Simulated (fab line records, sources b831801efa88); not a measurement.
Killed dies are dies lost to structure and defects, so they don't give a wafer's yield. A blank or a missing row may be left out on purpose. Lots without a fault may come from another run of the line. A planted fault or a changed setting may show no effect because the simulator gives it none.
Which tool did it? | flow sky130 | 6 lots, 17 wafers sampled, at 2 steps of a route of 708

WHAT THE GAUGES READ, wafer by wafer
SKY_SONOS_ONO_CD_MEAS_13: target cd 410 nm.
lot  | measured     | on        | cd_nm (nm)
L925 | day 13 13:27 | cd_sem-02 | 410.6 409.6 409.7
L929 | day 17 21:35 | cd_sem-01 | 409.9 409.5 410.3
L931 | day 17 23:08 | cd_sem-01 | 410.1 408.5 409.7
L935 | day 18 06:39 | cd_sem-01 | 408.8 409.8 410.4
L937 | day 18 06:56 | cd_sem-01 | 410.9 412.9 411.3
L941 | day 18 20:20 | cd_sem-02 | 407.6 382.5 407.5 382.4

WHICH TOOL RAN EACH LOT (tool, then ch and the chambers of the sampled wafers, then the start)
lot  | SKY_SONOS_ONO_EXPOSE_10
L925 | iline_stepper-02 ch 0, day 13 01:44
L929 | iline_stepper-01 ch 0, day 17 06:28
L931 | iline_stepper-01 ch 0, day 17 07:40
L935 | iline_stepper-02 ch 0, day 17 15:19
L937 | iline_stepper-01 ch 0, day 17 15:46
L941 | iline_stepper-02 ch 0, day 18 05:16
- SKY_SONOS_ONO_EXPOSE_10: exposes mask ONOM, target cd 410 nm.

THE ANSWER, worked out from the rows above alone
Rule: what is usual is taken from the lots themselves. Put in order of their means at a reading, lots are off if they are a third of the lots or fewer, leave a main group of 4 or more, and stand apart from it by a gap of 3 or more times the standard deviation of the main group's means; of several such gaps the widest counts. A main group whose means are all the same, to the digits that the tables above print for the reading, isn't used. A lot without any number at a reading at which 4 lots or more have one is off too. The other lots that the step has rows for count as sound.
Off: L941, at SKY_SONOS_ONO_CD_MEAS_13 (cd_nm). The main group: mean 410.1 nm, standard deviation 0.81.
A tool fits if, at a process step before that reading, it ran every lot that is off, and no sound lot after the first of them. The gauges at SKY_SONOS_ONO_CD_MEAS_13 are tried like those tools. Can't be told from this: 2 tools fit, iline_stepper-02 at SKY_SONOS_ONO_EXPOSE_10, cd_sem-02 at SKY_SONOS_ONO_CD_MEAS_13.

WHAT THE SIMULATOR HAD PUT IN
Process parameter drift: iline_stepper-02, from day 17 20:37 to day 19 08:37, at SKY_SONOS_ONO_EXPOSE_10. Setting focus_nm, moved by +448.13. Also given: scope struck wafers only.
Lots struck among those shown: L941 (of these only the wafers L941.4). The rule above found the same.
